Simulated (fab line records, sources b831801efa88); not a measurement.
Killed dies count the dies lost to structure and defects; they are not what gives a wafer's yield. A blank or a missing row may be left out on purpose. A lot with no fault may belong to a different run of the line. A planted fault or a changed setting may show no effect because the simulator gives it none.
fab line records    flow sky130
record lots=5  wafers=14  last-day=50
route steps=708 shown SD_N@352 SALICIDE@361 LI_CONTACT@362 LOCAL_INTERCONNECT@387 PAD_OPEN@708
lots that met no fault: taken from a fault-free run of the same line
start-h: hours from the record's opening day to when the first of the lot's shown wafers began    wait-h: hours from the lot's prior step to this one    " repeats the value in the row above    L1.1+2: several wafers, shown together as one row    - no value, or no start was given    * or withheld: withheld    < > ~ a bound
route shown NAME@n: NAME is a module with steps in the file, n the number in the route of the first one    usual: mean/standard deviation of fault-free wafers    same: alike in all rows    chamber/n: place in a boat    sites: per-site readings    _std_site: standard deviation of those values    _edge_site: outer sites' mean less inner sites'    radius-mm: for every site, how far away it sits from the centre of the wafer    mask NAME#n: copy n    behind: the tool/chamber that last shaped the wafer    hold: why the lot was held/for how many hours/how that ended    device: whichever transistor did not switch (one of n, p or np)    end of line: the route-end tests of the same wafers    a step without rows: its recipe alone    killed: at the first sort, the dies lost to defects and structure; wafer yield is something else    map: a wafer's dies, marking killed ones x, the rest . and places with no die _
set.NAME: the setting the step ran with; set.NAME@STEP: the setting that earlier step ran with    model.NAME: the simulator's own value behind a step, which no gauge read
a table for each step, a row for each wafer; lots at some steps of the route
services: the hour from which a tool's chamber was out of use, counted from the record's first day as start-h (under 0 if before that day), plus the number of hours and why
## steps
# step SKY_SD_N_IMPLANT_10
# recipe species=P  energy-kev=20  dose-cm2=1e+14  tilt-deg=0
# step SKY_SD_N_STRIP_11
# recipe chemistry=O2/N2  power-w=1400  pressure-mtorr=1500  platen-temp-c=withheld  o2-flow-sccm=3000  n2-flow-sccm=300  overash-fraction=0.5
# step SKY_SD_N_CLEAN_13
# recipe chemistry=SC1/SC2  mix=1:4:20  temp-c=70  time-s=150  dry=n2-spin
# step SKY_SD_N_RTA_14
# recipe temp-c=1075  time-s=2  idle-temp-c=650  ramp-up-c-per-s=150  ramp-down-c-per-s=90  ambient=N2
# step SKY_SALICIDE_CLEAN_00
# recipe chemistry=HF-last  time-s=30  dilution=100:1  dry=ipa-marangoni
# step SKY_LI_CONTACT_HDPCVD_00
# recipe material=PSG  target-thk-nm=930  sigma-open-frac=0.3  time-s=155  temp-c=600  sih4-flow-sccm=60  pressure-mtorr=6
# step SKY_LI_CONTACT_CMP_02
# recipe material=PSG  down-force-psi=4  platen-rpm=60  pad-velocity-m-s=0.94248
# usual motor-current-A=12.6/1.5  retaining-ring-pressure-frac=1.001/0.0054  time-to-endpoint-s=33.0/2.1
lot.wafer  tool    chamber  start-h  wait-h  motor-current-A  retaining-ring-pressure-frac  time-to-endpoint-s  model.PSG_of_LI_CONTACT_HDPCVD_00.thk-nm
L731.2     cmp-02  1        701.12   0.0     12.2             1.003                         32.7                596.7
L731.1     "       2        "        "       11.9             1.002                         29.8                597.4
L731.5     "       2        "        "       11.4             1.000                         31.9                598.7
L739.3     cmp-02  2        724.42   0.1     11.1             1.006                         35.9                598
L739.6     "       0        "        "       10.4             0.998                         31.6                595.8
L739.5     "       1        "        "       12.0             1.000                         42.7                713.8
L740.1     cmp-02  1        734.47   0.1     12.7             0.997                         31.5                597.6
L740.5     "       0        "        "       10.4             0.999                         43.4                716.7
L740.6     "       1        "        "       12.1             1.003                         32.8                596.8
L742.1     cmp-02  3        743.08   0.1     11.1             0.999                         33.3                597.9
L742.5     "       0        "        "       10.7             1.011                         40.8                709.9
L752.4     cmp-01  0        824.76   0.2     10.9             0.992                         35.0                597.2
L752.5     "       1        "        "       14.3             0.997                         33.5                597.3
L752.6     "       2        "        "       14.2             1.002                         36.8                598.7
# step SKY_LI_CONTACT_BOW_MEAS_03
# recipe mode=bow
# usual LI_CONTACT_BOW=54/6
lot.wafer  tool           chamber  start-h  wait-h  hold                      LI_CONTACT_BOW[um]
L731.1     film-metro-02  -        701.42   0.2     -                         61
L731.2     "              -        "        "       -                         42
L731.5     "              -        "        "       -                         62
L739.3     film-metro-02  -        724.66   0.2     await-dispo/0.2h/release  59
L739.5     "              -        "        "       await-dispo/0.2h/release  69
L739.6     "              -        "        "       await-dispo/0.2h/release  58
L739.3     film-metro-02  -        724.95   0.3     -                         -
L739.5     "              -        "        "       -                         -
L739.6     "              -        "        "       -                         -
L740.1     film-metro-01  -        734.72   0.2     await-dispo/0.2h/release  46
L740.5     "              -        "        "       await-dispo/0.2h/release  68
L740.6     "              -        "        "       await-dispo/0.2h/release  51
L740.1     film-metro-01  -        735.01   0.3     -                         -
L740.5     "              -        "        "       -                         -
L740.6     "              -        "        "       -                         -
L742.1     film-metro-01  -        743.38   0.2     await-dispo/0.2h/release  64
L742.5     "              -        "        "       await-dispo/0.2h/release  65
L742.1     film-metro-01  -        743.67   0.3     -                         -
L742.5     "              -        "        "       -                         -
L752.4     film-metro-03  -        824.97   0.2     -                         55
L752.5     "              -        "        "       -                         48
L752.6     "              -        "        "       -                         60
# step SKY_LI_CONTACT_HMDS_05
# recipe prime-time-s=60  prime-temp-c=120
# step SKY_LI_CONTACT_COAT_06
# recipe resist=BARC  temp-c=withheld  time-s=withheld  spin-rpm=3000  resist-thk-nm=60
# step SKY_LI_CONTACT_COAT_07
# recipe resist=KrF-thick  spin-rpm=3000  resist-thk-nm=450
# step SKY_LI_CONTACT_SOFTBAKE_08
# recipe temp-c=100  time-s=90  resist=KrF-thick
# step SKY_LI_CONTACT_EXPOSE_09
# recipe mask-id=LICM1  na=0.8  source-shape=annular  sigma-inner=0.55  sigma-outer=0.85  target-cd-nm=170  dose-mj=38
# step SKY_LI_CONTACT_PEB_10
# recipe peb-temp-c=withheld  peb-time-s=withheld  resist=KrF-thick
# step SKY_LI_CONTACT_DEVELOP_11
# recipe develop-time-s=60  resist=KrF-thick  dev-temp-c=21
# step SKY_LI_CONTACT_ETCH_14
# recipe chemistry=N2/H2  target=BARC  ion-energy-ev=200  source-w=500  bias-w=100  pressure-mtorr=30  n2-flow-sccm=100  h2-flow-sccm=200  stop-on=SiO2  time-s=45.9  target-depth-a=600
# step SKY_LI_CONTACT_ETCH_15
# recipe target=PSG  chemistry=C4F8/O2/Ar  stop-on=Si  taper-deg=4.15  mask-material=KrF-thick  source-w=1500  bias-w=1200  pressure-mtorr=40  c4f8-flow-sccm=withheld  O2_flow_sccm=6  Ar_flow_sccm=300  time-s=withheld  target-depth-a=6000
# usual oes-product-au=0.837/0.005
lot.wafer  tool         chamber  start-h  wait-h  oes-product-au  model.LI_CONTACT.feature-depth-nm  model.etch.depth-nm
L731.1     rie-diel-03  1        729.83   0.0     0.834           597.4                              597.4
L731.2     "            0        "        "       0.840           596.7                              596.7
L731.5     "            3        "        "       0.845           598.7                              598.7
L739.3     rie-diel-01  3        752.39   0.0     0.832           598                                598
L739.5     "            0        "        "       0.922           713.8                              713.8
L739.6     "            1        "        "       0.838           595.8                              595.8
L740.1     rie-diel-01  0        762.28   0.0     0.837           597.6                              597.6
L740.5     "            0        "        "       0.918           716.7                              716.7
L740.6     "            1        "        "       0.836           596.8                              596.8
L742.1     rie-diel-04  3        770.99   0.0     0.833           597.9                              597.9
L742.5     "            3        "        "       0.924           709.9                              709.9
L752.4     rie-diel-03  0        851.14   0.0     0.828           597.2                              597.2
L752.5     "            3        "        "       0.838           597.3                              597.3
L752.6     "            1        "        "       0.841           598.7                              598.7
# step SKY_LI_CONTACT_STRIP_16
# recipe chemistry=O2/N2  power-w=1400  pressure-mtorr=1500  platen-temp-c=withheld  o2-flow-sccm=3000  n2-flow-sccm=300  overash-fraction=0.5
# step SKY_LI_CONTACT_CLEAN_17
# recipe chemistry=NMP  time-s=600  temp-c=60  dry=n2-spin
# step SKY_LI_CONTACT_PRE_CLEAN_18
# recipe gas=Ar  time-s=5.6  bias-v=358
# step SKY_LI_CONTACT_SPUTTER_19
# recipe material=Ti  target-thk-nm=20  chamber-pressure-pa=5  power-w=2500  substrate-temp-c=200  time-s=106.37
# step SKY_LI_CONTACT_SPUTTER_20
# recipe material=TiN  target-thk-nm=20  chamber-pressure-pa=5  power-w=4000  time-s=80
# step SKY_LI_CONTACT_CVD_21
# recipe material=W  target-thk-nm=400  time-s=120.56  temp-c=400  pressure-torr=40
# step SKY_LI_CONTACT_CMP_24
# recipe stop-on=PSG  t-overpolish-s=20  down-force-psi=3.5  platen-rpm=60  target-thk-nm=0  pad-velocity-m-s=0.94248
# usual motor-current-A=11.6/1.4  retaining-ring-pressure-frac=0.999/0.0049
lot.wafer  tool    chamber  start-h  wait-h  motor-current-A  retaining-ring-pressure-frac  model.PSG_of_LI_CONTACT_HDPCVD_00.thk-nm
L731.2     cmp-01  2        730.75   0.1     12.4             1.005                         587.2
L731.1     "       3        "        "       13.3             0.996                         588
L731.5     "       0        "        "       10.4             1.009                         589.3
L739.3     cmp-01  3        753.36   0.2     13.5             0.994                         588.5
L739.5     "       0        "        "       10.2             1.003                         704.3
L739.6     "       1        "        "       12.2             0.992                         586.3
L740.1     cmp-01  2        763.20   0.1     11.8             1.005                         588.1
L740.6     "       0        "        "       10.8             1.009                         587.3
L740.5     "       1        "        "       13.0             0.997                         707.2
L742.1     cmp-02  2        771.96   0.2     11.1             0.995                         588.4
L742.5     "       3        "        "       10.2             0.999                         700.4
L752.4     cmp-01  2        852.07   0.2     13.1             0.991                         587.8
L752.5     "       3        "        "       13.6             0.998                         587.8
L752.6     "       0        "        "       10.2             0.996                         589.2
# step SKY_LOCAL_INTERCONNECT_SPUTTER_00
# recipe material=TiN  target-thk-nm=100  temp-c=300  power-w=6500  time-s=83.3  chamber-pressure-pa=0.4
# step SKY_PAD_OPEN_PROBE_99
# usual killed_at_M0_to_M3=43/7  killed_at_M4_up=3.4/1.9  killed-at-contacts=24/5.4  killed-at-front-end=15/4.4  killed-at-other=0.4/0.63  killed-dies=86/9.1  killed-open=46/6.6  killed-short=39/6.6
# same gross-dies=492  killed-at-back-side=0
lot.wafer  tool       chamber  start-h  wait-h  killed_at_M0_to_M3  killed_at_M4_up  killed-at-contacts  killed-at-front-end  killed-at-other  killed-dies  killed-open  killed-short  model.etest.licon-pdiff.rc-ohm  model.etest.nfet-g5v0d10v5.r-on-ohm-um  model.etest.nfet_01v8.r-on-ohm-um  model.etest.licon-ndiff.rc-ohm  model.etest.licon-high-po.rc-ohm  model.etest.sonos-uncharged.r-on-ohm-um  model.etest.cap-li-to-poly.c-af-um2  model.etest.licon-poly.rc-ohm
L731.1     prober-02  -        1117.19  0.1     36                  5                26                  13                   2                82           35           46            576.5                           1891                                    829.2                              175.8                           327.4                             818.6                                    96.89                                149.6
L731.2     prober-02  -        1117.24  0.1     39                  2                31                  17                   0                89           39           49            572                             1913                                    831.4                              175.8                           326.8                             823.9                                    100.5                                150.8
L731.5     prober-02  -        1117.39  0.2     52                  4                25                  16                   0                97           62           35            569.2                           1916                                    847                                175.7                           340                               818                                      95.52                                143.4
L739.3     prober-01  -        1130.87  0.2     51                  7                21                  20                   0                99           47           52            584.4                           1881                                    818.8                              183.9                           373.5                             828.1                                    96.38                                153.4
L739.5     prober-01  -        1130.97  0.2     46                  1                23                  18                   0                88           50           38            677.3                           1895                                    859.8                              218                             379.3                             860.4                                    74.07                                172.2
L739.6     prober-01  -        1131.02  0.2     48                  1                21                  17                   0                87           52           35            582.7                           1871                                    819                                180.1                           342.8                             823                                      100.6                                147.4
L740.1     prober-02  -        1136.46  0.1     40                  1                29                  13                   0                83           46           37            549                             1882                                    784                                183.4                           331.1                             819.6                                    98.34                                150.8
L740.5     prober-02  -        1136.66  0.2     49                  3                30                  14                   0                96           51           45            659.5                           1927                                    850.3                              218                             381.3                             836.7                                    73.19                                165.7
L740.6     prober-02  -        1136.71  0.2     45                  1                20                  22                   0                88           54           34            559.1                           1897                                    782.4                              172                             345.4                             804.5                                    98.54                                147.5
L742.1     prober-02  -        1147.04  0.1     40                  6                30                  18                   0                94           54           40            604.5                           1881                                    838.9                              184.4                           353.5                             812.9                                    99.25                                151.6
L742.5     prober-02  -        1147.24  0.2     39                  4                16                  12                   1                72           45           27            626.3                           1898                                    860.7                              207.3                           372.4                             824                                      74.04                                154.8
L752.4     prober-02  -        1201.17  0.2     47                  7                23                  16                   1                94           44           49            595.9                           1826                                    796                                182.8                           355.2                             791.6                                    94.53                                154.3
L752.5     prober-02  -        1201.22  0.2     44                  1                30                  15                   1                91           52           39            610.9                           1802                                    792.5                              186.5                           359.2                             797                                      100.1                                157.8
L752.6     prober-02  -        1201.27  0.2     45                  8                30                  17                   1                101          52           48            588.2                           1816                                    793.2                              189                             348.7                             802.6                                    97.58                                148.2
# killed by level:class
L731.1 VIA1:geometric-particle:open=9 CONTACT:geometric-particle:open=9 METAL2:geometric-particle:short=7 FIELD_ISO:geometric-particle:short=6 CONTACT:geometric-particle:short=6 FIELD_ISO:geometric-particle:open=5 LOCAL_INTERCONNECT:geometric-particle:short=5 METAL1:geometric-particle:short=5
L731.2 CONTACT:geometric-particle:open=9 LI_CONTACT:geometric-particle:open=8 CONTACT:geometric-particle:short=7 METAL1:geometric-particle:short=7 VIA2:geometric-particle:open=7 VIA1:geometric-particle:short=6 FIELD_ISO:geometric-particle:open=5 FIELD_ISO:geometric-particle:short=4
L731.5 VIA1:geometric-particle:open=11 LI_CONTACT:geometric-particle:open=10 VIA3:geometric-particle:open=10 METAL2:geometric-particle:short=9 CONTACT:geometric-particle:open=9 VIA1:geometric-particle:short=6 VIA2:geometric-particle:open=6 POLY_GATE:geometric-particle:open=5
L739.3 VIA1:geometric-particle:open=10 FIELD_ISO:geometric-particle:short=9 LOCAL_INTERCONNECT:geometric-particle:short=7 METAL2:geometric-particle:short=7 VIA3:geometric-particle:open=7 CONTACT:geometric-particle:open=5 METAL3:geometric-particle:short=5 VIA2:geometric-particle:open=5
L739.5 VIA1:geometric-particle:open=13 FIELD_ISO:geometric-particle:open=8 VIA2:geometric-particle:open=8 CONTACT:geometric-particle:open=7 LI_CONTACT:geometric-particle:open=6 LOCAL_INTERCONNECT:geometric-particle:short=6 METAL3:geometric-particle:short=6 METAL2:geometric-particle:short=5
L739.6 VIA1:geometric-particle:open=15 CONTACT:geometric-particle:open=11 VIA1:geometric-particle:short=6 FIELD_ISO:geometric-particle:open=5 POLY_GATE:geometric-particle:short=5 CONTACT:geometric-particle:short=5 VIA2:geometric-particle:short=5 VIA2:geometric-particle:open=5
L740.1 LI_CONTACT:geometric-particle:open=12 VIA1:geometric-particle:open=10 VIA1:geometric-particle:short=8 CONTACT:geometric-particle:open=7 VIA2:geometric-particle:open=6 METAL1:geometric-particle:short=5 CONTACT:geometric-particle:short=4 POLY_GATE:geometric-particle:open=3
L740.5 LI_CONTACT:geometric-particle:open=12 VIA2:geometric-particle:open=10 METAL1:geometric-particle:short=8 CONTACT:geometric-particle:short=6 CONTACT:geometric-particle:open=6 VIA3:geometric-particle:open=6 VIA2:geometric-particle:short=5 VIA1:geometric-particle:open=5
L740.6 VIA1:geometric-particle:open=11 VIA3:geometric-particle:open=10 CONTACT:geometric-particle:open=9 FIELD_ISO:geometric-particle:short=6 VIA2:geometric-particle:open=6 FIELD_ISO:geometric-particle:open=5 POLY_GATE:geometric-particle:open=5 VIA1:geometric-particle:short=5
L742.1 VIA1:geometric-particle:open=11 CONTACT:geometric-particle:short=9 FIELD_ISO:geometric-particle:open=7 LI_CONTACT:geometric-particle:open=7 METAL2:geometric-particle:short=7 VIA2:geometric-particle:open=7 LOCAL_INTERCONNECT:geometric-particle:short=6 CONTACT:geometric-particle:open=6
L742.5 VIA3:geometric-particle:open=8 VIA1:geometric-particle:open=8 METAL2:geometric-particle:short=8 CONTACT:geometric-particle:open=5 VIA2:geometric-particle:open=5 LI_CONTACT:geometric-particle:open=4 METAL4:geometric-particle:short=4 FIELD_ISO:geometric-particle:open=3
L752.4 CONTACT:geometric-particle:open=10 VIA1:geometric-particle:open=7 LI_CONTACT:geometric-particle:open=6 METAL2:geometric-particle:short=6 VIA2:geometric-particle:short=6 METAL4:geometric-particle:short=6 FIELD_ISO:geometric-particle:short=5 METAL1:geometric-particle:short=5
L752.5 LI_CONTACT:geometric-particle:open=11 VIA1:geometric-particle:open=10 CONTACT:geometric-particle:open=7 LOCAL_INTERCONNECT:geometric-particle:short=7 METAL1:geometric-particle:short=7 VIA3:geometric-particle:open=6 FIELD_ISO:geometric-particle:short=5 VIA1:geometric-particle:short=5
L752.6 VIA1:geometric-particle:open=12 CONTACT:geometric-particle:short=11 CONTACT:geometric-particle:open=9 VIA3:geometric-particle:open=7 METAL1:geometric-particle:short=6 POLY_GATE:geometric-particle:open=5 VIA1:geometric-particle:short=5 METAL4:geometric-particle:short=5
## services
tool         chamber  start-h  hours  kind
rie-diel-03  2        696.60   -      clean
rie-diel-03  2        696.60   21.6   scheduled-down
rie-diel-03  2        696.60   21.6   vent-cycle
rie-diel-01  2        698.77   8.5    repair
cmp-01       -        701.43   2.9    pm
cmp-01       -        705.72   3.9    pm
cmp-02       -        735.66   0.2    repair
cmp-01       -        741.61   0.6    repair
cmp-02       -        743.54   17.4   pm
cmp-01       -        744.00   4.0    pm
rie-diel-04  -        745.92   2.8    pm
cmp-01       -        748.00   -      consumable-replace:conditioner
cmp-01       -        748.00   -      consumable-replace:pad
rie-diel-01  2        773.24   17.3   repair
cmp-01       -        802.36   3.0    repair
cmp-02       -        804.24   1.8    repair
rie-diel-01  2        808.67   -      clean
rie-diel-01  2        808.67   29.1   scheduled-down
rie-diel-01  2        808.67   29.1   vent-cycle
cmp-02       -        817.19   6.6    pm
rie-diel-04  2        820.89   9.6    repair
cmp-01       -        834.26   2.6    repair
rie-diel-04  2        837.10   -      clean
rie-diel-03  2        849.94   5.9    repair
## key
first-sign step=SKY_LI_CONTACT_CMP_02  reading=time-to-endpoint-s  direction=up  sigmas=4.5  usual=*  struck=*
effect step=SKY_LI_CONTACT_BOW_MEAS_03  reading=visit  direction=added
effect step=SKY_LI_CONTACT_ETCH_15  reading=oes-product-au  direction=up  sigmas=17  usual=0.837  struck=0.921
model-effect step=SKY_LI_CONTACT_CMP_02  value=PSG_of_LI_CONTACT_HDPCVD_00.thk-nm  without=596.9  struck=713.5
model-effect step=SKY_LI_CONTACT_ETCH_15  value=LI_CONTACT.feature-depth-nm  without=596.9  struck=713.5
model-effect step=SKY_LI_CONTACT_CMP_24  value=PSG_of_LI_CONTACT_HDPCVD_00.thk-nm  without=587.5  struck=704
model-effect step=SKY_PAD_OPEN_PROBE_99  value=etest.licon-pdiff.rc-ohm  without=582  struck=654.4
met-at SKY_LI_CONTACT_CMP_02
struck-wafers L739.5,L740.5,L742.5
tester-left-out L739,L740,L742
onset-between 701.12 724.42
fault kind=process-parameter-drift  tool=cmp-02  chamber=-  onset-h=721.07  steps=SKY_LI_CONTACT_CMP_02  channel=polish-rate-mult  offset=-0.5  shape=step  end-h=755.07  scope=struck-wafers-only
# tester-left-out: of these lots the tester's yield and bins aren't shown, on N5 and GAA mostly nor the transistor test; their killed dies are dies lost to structure and defects alone, not to doping, threshold or leakage, so they don't give the yield
